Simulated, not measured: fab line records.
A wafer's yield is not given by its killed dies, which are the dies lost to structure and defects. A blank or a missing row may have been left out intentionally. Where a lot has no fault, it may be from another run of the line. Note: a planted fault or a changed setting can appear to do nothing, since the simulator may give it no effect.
Chamber matching	flow gf180mcu	4 sister chambers for GF_V3_ETCH_16 on rie_diel-04
The step etches BARC in N2/H2. 14 wafers are shown with their chamber, then 7 later ones without.

EACH WAFER AND ITS CHAMBER
wafer	chamber	drypump_motor_current_A (A)	h2_flow_sccm (sccm)	throttle_valve_pct (%)
L074.1	2	6.2	199.7	13.201
L074.2	0	6.7	200.5	13.225
L074.3	1	5.9	198.3	13.223
L080.1	1	5.9	199.5	13.222
L080.5	0	6.7	199.6	13.216
L080.6	2	6.2	199.9	13.222
L081.2	3	5.7	200.6	13.230
L081.3	0	6.7	200.9	13.230
L081.4	2	6.3	199.8	13.217
L083.2	0	6.7	200.4	13.217
L083.5	3	5.8	199.6	13.218
L083.6	2	6.2	199.8	13.221
L087.2	2	6.2	199.3	13.218
L087.5	0	6.7	200.6	13.232

SIGNATURES (means of the wafers above)
reading	chamber 0	chamber 1	chamber 2	chamber 3	scatter within a chamber
drypump_motor_current_A	6.700	5.900	6.220	5.750	0.0361
h2_flow_sccm	200.400	198.900	199.700	200.100	0.488
throttle_valve_pct	13.22400	13.22250	13.21580	13.22400	0.0076
Rule: for each reading, subtract the chamber's mean from the wafer's reading, divide by that reading's scatter and square the result; add these up over the readings and take the root, which gives the wafer's distance from the chamber. If the next closest chamber is less than 2 further off than the closest, the wafer can't be placed; otherwise it belongs to the closest. The scatter: the root of (the sum of the squares of (reading less its chamber's mean) over the shown wafers, divided by (wafers less chambers)).

WAFERS WITH NO CHAMBER GIVEN
wafer	drypump_motor_current_A (A)	h2_flow_sccm (sccm)	throttle_valve_pct (%)
L087.6	6.2	199.9	13.233
L089.1	5.8	200.4	13.233
L089.5	6.7	200.2	13.221
L089.6	5.9	199.7	13.214
L092.2	6.7	200.7	13.228
L092.4	6.2	200.1	13.236
L092.6	5.9	199.1	13.211

THE CHAMBER EACH PASSED THROUGH
wafer	from the rows above	in truth
L087.6	2	2
L089.1	3	3
L089.5	0	0
L089.6	1	1
L092.2	0	0
L092.4	2	2
L092.6	1	1
Correctly placed: 7 of 7. Can't be placed from these rows: 0. Number placed wrongly: 0.
